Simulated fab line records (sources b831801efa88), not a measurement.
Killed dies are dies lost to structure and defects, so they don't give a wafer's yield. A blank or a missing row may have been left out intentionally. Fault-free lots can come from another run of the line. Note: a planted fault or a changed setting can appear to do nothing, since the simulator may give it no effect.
fab line records + flow sky130 + part 2 of 2: steps 27 to 39 of 39
[record]
- lots = 5
- wafers = 15
- last-day = 49
route steps=708 shown CONTACT@412 METAL1@434
lots that met no fault: taken from a fault-free run of the same line
start-h: hours from the record's first day to the start of the lot's first wafer shown + wait-h: time in hours since the lot's previous step + " repeats the value in the row above + L1.1+2: several wafers, shown together as one row + - no value, or no start given + * or withheld: withheld + < > ~ a bound
route shown NAME@n: a module of which the file shows steps, and the number in the route of the first + usual: the fault-free wafers' mean and standard deviation + same: alike in all rows + chamber/n: place in a boat + sites: each site's reading + _std_site: their standard deviation + _edge_site: the outer-site mean with the inner-site mean subtracted + radius-mm: for every site, how far away it sits from the centre of the wafer + mask NAME#n: copy n + behind: the last tool/chamber to shape the wafer + hold: what put the lot on hold/how long, in hours/how the hold closed + device: the transistor (n, p or np) that didn't switch + end of line: tests of these same wafers at the route's end + a step with no rows: only its recipe + killed: dies lost to structure and defects at the first sort, not the wafer's yield + map: a wafer's dies, marking killed ones x, the rest . and places with no die _
set.NAME: the setting that was run; set.NAME@STEP: the one run at that earlier step + model.NAME: the simulator's own value behind a step, which no gauge read
a table for each step, a row for each wafer; lots at some steps of the route
services: from which hour (start-h, from the record's first day; less than 0 if before it) a tool's chamber was out of use, for how many hours, and why
[[steps]]
[step SKY_METAL1_SPUTTER_04]
[recipe]
- material = TiN
- target-thk-nm = 70
- power-w = 6500
- time-s = 58.3
- chamber-pressure-pa = 0.4
[usual]
- chamber-pressure-pa = 0.3999/0.00081
- throttle-valve-pct = 29.3/0.84
[same]
- time-s = 58.3
| lot.wafer | tool           | chamber | start-h | wait-h | chamber-pressure-pa | throttle-valve-pct |
|-----------|----------------|---------|---------|--------|---------------------|--------------------|
| L075.1    | pvd-sputter-01 | -       | 730.13  | 0.0    | 0.3989              | 30.3               |
| L075.4    | "              | -       | "       | "      | 0.4004              | 29.4               |
| L075.6    | "              | -       | "       | "      | 0.3997              | 30.4               |
| L085.2    | pvd-sputter-04 | -       | 837.12  | 0.0    | 0.4006              | 29.0               |
| L085.3    | "              | -       | "       | "      | 0.4002              | 29.4               |
| L085.4    | "              | -       | "       | "      | 0.3997              | 26.9               |
| L088.2    | pvd-sputter-04 | -       | 849.23  | 0.0    | 0.4001              | 27.2               |
| L088.5    | "              | -       | "       | "      | 0.3987              | 28.8               |
| L088.6    | "              | -       | "       | "      | 0.3997              | 29.3               |
| L091.2    | pvd-sputter-03 | -       | 863.29  | 0.0    | 0.3992              | 29.9               |
| L091.4    | "              | -       | "       | "      | 0.4015              | 29.3               |
| L091.6    | "              | -       | "       | "      | 0.3998              | 29.4               |
| L092.2    | pvd-sputter-03 | -       | 871.87  | 0.0    | 0.4010              | 29.1               |
| L092.4    | "              | -       | "       | "      | 0.3999              | 30.1               |
| L092.5    | "              | -       | "       | "      | 0.4000              | 29.0               |
[step SKY_METAL1_RS_MEAS_05]
[recipe]
- thk-meas-gauge = four-point-probe
- reads = TiN_of_METAL1_SPUTTER_04+Ti_of_METAL1_SPUTTER_03+AlCu_of_METAL1_SPUTTER_02+TiN_of_METAL1_SPUTTER_01+Ti_of_METAL1_SPUTTER_00
[usual]
- METAL1_ALCU_RS = 0.1260/0.001
| lot.wafer | tool          | chamber | start-h | wait-h | METAL1_ALCU_RS[ohm/sq] |
|-----------|---------------|---------|---------|--------|------------------------|
| L075.1    | film-metro-03 | -       | 730.18  | 0.0    | 0.1250                 |
| L075.4    | "             | -       | "       | "      | 0.1263                 |
| L075.6    | "             | -       | "       | "      | 0.1264                 |
| L085.2    | film-metro-03 | -       | 837.19  | 0.0    | 0.1270                 |
| L085.3    | "             | -       | "       | "      | 0.1261                 |
| L085.4    | "             | -       | "       | "      | 0.1261                 |
| L088.2    | film-metro-02 | -       | 849.30  | 0.0    | 0.1281                 |
| L088.5    | "             | -       | "       | "      | 0.1281                 |
| L088.6    | "             | -       | "       | "      | 0.1275                 |
| L091.2    | film-metro-03 | -       | 863.36  | 0.0    | 0.1258                 |
| L091.4    | "             | -       | "       | "      | 0.1256                 |
| L091.6    | "             | -       | "       | "      | 0.1261                 |
| L092.2    | film-metro-02 | -       | 871.94  | 0.0    | 0.1266                 |
| L092.4    | "             | -       | "       | "      | 0.1258                 |
| L092.5    | "             | -       | "       | "      | 0.1264                 |
[step SKY_METAL1_THK_MEAS_06]
[recipe]
- thk-meas-gauge = xrf
- reads = AlCu_of_METAL1_SPUTTER_02
[usual]
- METAL1_ALCU_THK = 256.3/2.4
| lot.wafer | tool          | chamber | start-h | wait-h | METAL1_ALCU_THK[nm] |
|-----------|---------------|---------|---------|--------|---------------------|
| L075.1    | film-metro-03 | -       | 730.30  | 0.1    | 258.1               |
| L075.4    | "             | -       | "       | "      | 255.2               |
| L075.6    | "             | -       | "       | "      | 253.8               |
| L085.2    | film-metro-03 | -       | 837.30  | 0.1    | 252.8               |
| L085.3    | "             | -       | "       | "      | 257.6               |
| L085.4    | "             | -       | "       | "      | 257.7               |
| L088.2    | film-metro-02 | -       | 849.41  | 0.1    | 251.2               |
| L088.5    | "             | -       | "       | "      | 251.7               |
| L088.6    | "             | -       | "       | "      | 253.1               |
| L091.2    | film-metro-03 | -       | 863.47  | 0.1    | 257.2               |
| L091.4    | "             | -       | "       | "      | 255.5               |
| L091.6    | "             | -       | "       | "      | 257.3               |
| L092.2    | film-metro-02 | -       | 872.05  | 0.1    | 253.4               |
| L092.4    | "             | -       | "       | "      | 256.3               |
| L092.5    | "             | -       | "       | "      | 255.7               |
[step SKY_METAL1_DEHYDRATE_07]
[recipe]
- temp-c = 200
- time-s = 60
[same]
- time-s = 60
| lot.wafer  | tool           | chamber | start-h | wait-h |
|------------|----------------|---------|---------|--------|
| L075.1+4+6 | litho-track-04 | 0       | 743.83  | 13.5   |
| L085.2+3+4 | litho-track-04 | 0       | 849.30  | 12.0   |
| L088.2+5+6 | litho-track-04 | 0       | 861.51  | 12.1   |
| L091.2+4+6 | litho-track-04 | 0       | 875.31  | 11.8   |
| L092.2+4+5 | litho-track-02 | 0       | 884.52  | 12.5   |
[step SKY_METAL1_HMDS_08]
[recipe]
- prime-time-s = 60
- prime-temp-c = 120
| lot.wafer  | tool           | chamber | start-h | wait-h |
|------------|----------------|---------|---------|--------|
| L075.1+4+6 | litho-track-04 | 0       | 743.98  | 0.1    |
| L085.2+3+4 | litho-track-04 | 0       | 849.45  | 0.1    |
| L088.2+5+6 | litho-track-04 | 0       | 861.66  | 0.1    |
| L091.2+4+6 | litho-track-04 | 0       | 875.46  | 0.1    |
| L092.2+4+5 | litho-track-02 | 0       | 884.67  | 0.1    |
[step SKY_METAL1_COAT_09]
[recipe]
- resist = BARC
- temp-c = withheld
- time-s = withheld
- spin-rpm = 3000
- resist-thk-nm = 60
| lot.wafer  | tool           | chamber | start-h | wait-h |
|------------|----------------|---------|---------|--------|
| L075.1+4+6 | litho-track-04 | 0       | 744.13  | 0.1    |
| L085.2+3+4 | litho-track-04 | 0       | 849.60  | 0.1    |
| L088.2+5+6 | litho-track-04 | 0       | 861.81  | 0.1    |
| L091.2+4+6 | litho-track-04 | 0       | 875.61  | 0.1    |
| L092.2+4+5 | litho-track-02 | 0       | 884.82  | 0.1    |
[step SKY_METAL1_COAT_10]
[recipe]
- resist = KrF-thick
- spin-rpm = 3000
- resist-thk-nm = 450
| lot.wafer  | tool           | chamber | start-h | wait-h |
|------------|----------------|---------|---------|--------|
| L075.1+4+6 | litho-track-04 | 0       | -       | -      |
| L085.2+3+4 | litho-track-04 | 0       | -       | -      |
| L088.2+5+6 | litho-track-04 | 0       | -       | -      |
| L091.2+4+6 | litho-track-04 | 0       | -       | -      |
| L092.2+4+5 | litho-track-02 | 0       | -       | -      |
[step SKY_METAL1_SOFTBAKE_11]
[recipe]
- temp-c = 100
- time-s = 90
- resist = KrF-thick
[same]
- time-s = 90
| lot.wafer  | tool           | chamber | start-h | wait-h |
|------------|----------------|---------|---------|--------|
| L075.1+4+6 | litho-track-04 | 0       | -       | -      |
| L085.2+3+4 | litho-track-04 | 0       | -       | -      |
| L088.2+5+6 | litho-track-04 | 0       | -       | -      |
| L091.2+4+6 | litho-track-04 | 0       | -       | -      |
| L092.2+4+5 | litho-track-02 | 0       | -       | -      |
[step SKY_METAL1_EXPOSE_12]
[recipe]
- mask-id = MM1
- na = 0.8
- source-shape = annular
- sigma-inner = 0.55
- sigma-outer = 0.85
- target-cd-nm = 140
- dose-mj = 28
[usual]
- focus-offset-nm = 0.0/0.51
| lot.wafer | tool           | chamber | start-h | wait-h | mask  | focus-offset-nm |
|-----------|----------------|---------|---------|--------|-------|-----------------|
| L075.1    | krf-scanner-01 | 0       | -       | -      | MM1#0 | -0.1            |
| L075.4    | "              | 0       | "       | "      | MM1#0 | 0.1             |
| L075.6    | "              | 0       | "       | "      | MM1#0 | -0.7            |
| L085.2    | krf-scanner-02 | 0       | -       | -      | MM1#0 | -0.1            |
| L085.3    | "              | 0       | "       | "      | MM1#0 | 0.5             |
| L085.4    | "              | 0       | "       | "      | MM1#0 | 0.5             |
| L088.2    | krf-scanner-01 | 0       | -       | -      | MM1#0 | -0.4            |
| L088.5    | "              | 0       | "       | "      | MM1#0 | 0.1             |
| L088.6    | "              | 0       | "       | "      | MM1#0 | -0.3            |
| L091.2    | krf-scanner-02 | 0       | -       | -      | MM1#0 | -0.2            |
| L091.4    | "              | 0       | "       | "      | MM1#0 | -0.3            |
| L091.6    | "              | 0       | "       | "      | MM1#0 | -0.5            |
| L092.2    | krf-scanner-01 | 0       | -       | -      | MM1#0 | -0.2            |
| L092.4    | "              | 0       | "       | "      | MM1#0 | -0.3            |
| L092.5    | "              | 0       | "       | "      | MM1#0 | 0.5             |
[step SKY_METAL1_PEB_13]
[recipe]
- peb-temp-c = withheld
- peb-time-s = withheld
- resist = KrF-thick
| lot.wafer  | tool           | chamber | start-h | wait-h |
|------------|----------------|---------|---------|--------|
| L075.1+4+6 | litho-track-04 | 0       | -       | -      |
| L085.2+3+4 | litho-track-03 | 0       | -       | -      |
| L088.2+5+6 | litho-track-02 | 0       | -       | -      |
| L091.2+4+6 | litho-track-04 | 0       | -       | -      |
| L092.2+4+5 | litho-track-02 | 0       | -       | -      |
[step SKY_METAL1_DEVELOP_14]
[recipe]
- develop-time-s = 60
- resist = KrF-thick
- dev-temp-c = 21
| lot.wafer  | tool           | chamber | start-h | wait-h |
|------------|----------------|---------|---------|--------|
| L075.1+4+6 | litho-track-04 | 0       | -       | -      |
| L085.2+3+4 | litho-track-03 | 0       | -       | -      |
| L088.2+5+6 | litho-track-02 | 0       | -       | -      |
| L091.2+4+6 | litho-track-04 | 0       | -       | -      |
| L092.2+4+5 | litho-track-02 | 0       | -       | -      |
[step SKY_METAL1_CD_MEAS_15]
[recipe]
- target-cd-nm = 140
[usual]
- cd-nm = 139.8/1.4
| lot.wafer | tool      | chamber | start-h | wait-h | cd-nm |
|-----------|-----------|---------|---------|--------|-------|
| L075.1    | cd-sem-02 | -       | 757.58  | -      | 143.2 |
| L075.4    | "         | -       | "       | "      | 141.4 |
| L075.6    | "         | -       | "       | "      | 141.4 |
| L085.2    | cd-sem-01 | -       | 862.63  | -      | 139.4 |
| L085.3    | "         | -       | "       | "      | 139.3 |
| L085.4    | "         | -       | "       | "      | 140.5 |
| L088.2    | cd-sem-01 | -       | 875.17  | -      | 137.5 |
| L088.5    | "         | -       | "       | "      | 137.7 |
| L088.6    | "         | -       | "       | "      | 138.5 |
| L091.2    | cd-sem-01 | -       | 888.80  | -      | 140.2 |
| L091.4    | "         | -       | "       | "      | 138.6 |
| L091.6    | "         | -       | "       | "      | 139.5 |
| L092.2    | cd-sem-02 | -       | 897.76  | -      | 138.3 |
| L092.4    | "         | -       | "       | "      | 138.6 |
| L092.5    | "         | -       | "       | "      | 139.3 |
[step SKY_METAL1_OVL_MEAS_16]
[usual]
- METAL1_OVL = 2/6.1
| lot.wafer | tool       | chamber | start-h | wait-h | METAL1_OVL[nm] |
|-----------|------------|---------|---------|--------|----------------|
| L075.1    | overlay-01 | -       | 757.70  | 0.1    | 5              |
| L075.4    | "          | -       | "       | "      | 5              |
| L075.6    | "          | -       | "       | "      | 5              |
| L085.2    | overlay-02 | -       | 862.74  | 0.1    | -10            |
| L085.3    | "          | -       | "       | "      | -3             |
| L085.4    | "          | -       | "       | "      | -10            |
| L088.2    | overlay-01 | -       | 875.27  | 0.1    | 5              |
| L088.5    | "          | -       | "       | "      | 11             |
| L088.6    | "          | -       | "       | "      | 6              |
| L091.2    | overlay-02 | -       | 888.91  | 0.1    | 0              |
| L091.4    | "          | -       | "       | "      | -3             |
| L091.6    | "          | -       | "       | "      | -6             |
| L092.2    | overlay-01 | -       | 897.87  | 0.1    | 2              |
| L092.4    | "          | -       | "       | "      | 1              |
| L092.5    | "          | -       | "       | "      | -3             |
[[services]]
| tool           | chamber | start-h | hours | kind   |
|----------------|---------|---------|-------|--------|
| krf-scanner-01 | -       | 700.24  | 1.6   | repair |
| pvd-sputter-03 | -       | 704.28  | 2.6   | repair |
| rie-diel-03    | -       | 710.56  | 3.5   | repair |
| krf-scanner-01 | -       | 711.82  | 0.8   | pm     |
| pvd-sputter-03 | -       | 725.06  | 9.8   | repair |
| rie-diel-01    | -       | 733.04  | 2.8   | pm     |
| rie-diel-01    | -       | 745.42  | 14.6  | pm     |
| krf-scanner-01 | -       | 748.62  | 1.3   | pm     |
| pvd-sputter-04 | -       | 756.36  | 5.1   | repair |
| rie-diel-01    | 3       | 761.38  | 5.8   | repair |
| pvd-sputter-01 | -       | 767.72  | 4.1   | repair |
| krf-scanner-02 | -       | 791.19  | 0.8   | pm     |
| krf-scanner-01 | -       | 798.14  | 18.8  | repair |
| krf-scanner-01 | -       | 818.74  | 1.0   | pm     |
| pvd-sputter-03 | -       | 821.82  | 2.6   | repair |
| wet-bench-03   | -       | 827.24  | 0.6   | repair |
| pvd-sputter-01 | -       | 828.51  | 3.0   | repair |
| krf-scanner-02 | -       | 830.16  | 1.3   | pm     |
| pvd-sputter-03 | -       | 831.59  | 0.9   | repair |
| krf-scanner-02 | -       | 835.42  | 1.0   | pm     |
| rie-diel-03    | 2       | 851.01  | 8.0   | repair |
| rie-diel-01    | 0       | 878.28  | 12.3  | repair |
| krf-scanner-01 | -       | 880.62  | 0.8   | pm     |
| rie-diel-03    | 0       | 887.95  | 4.0   | repair |
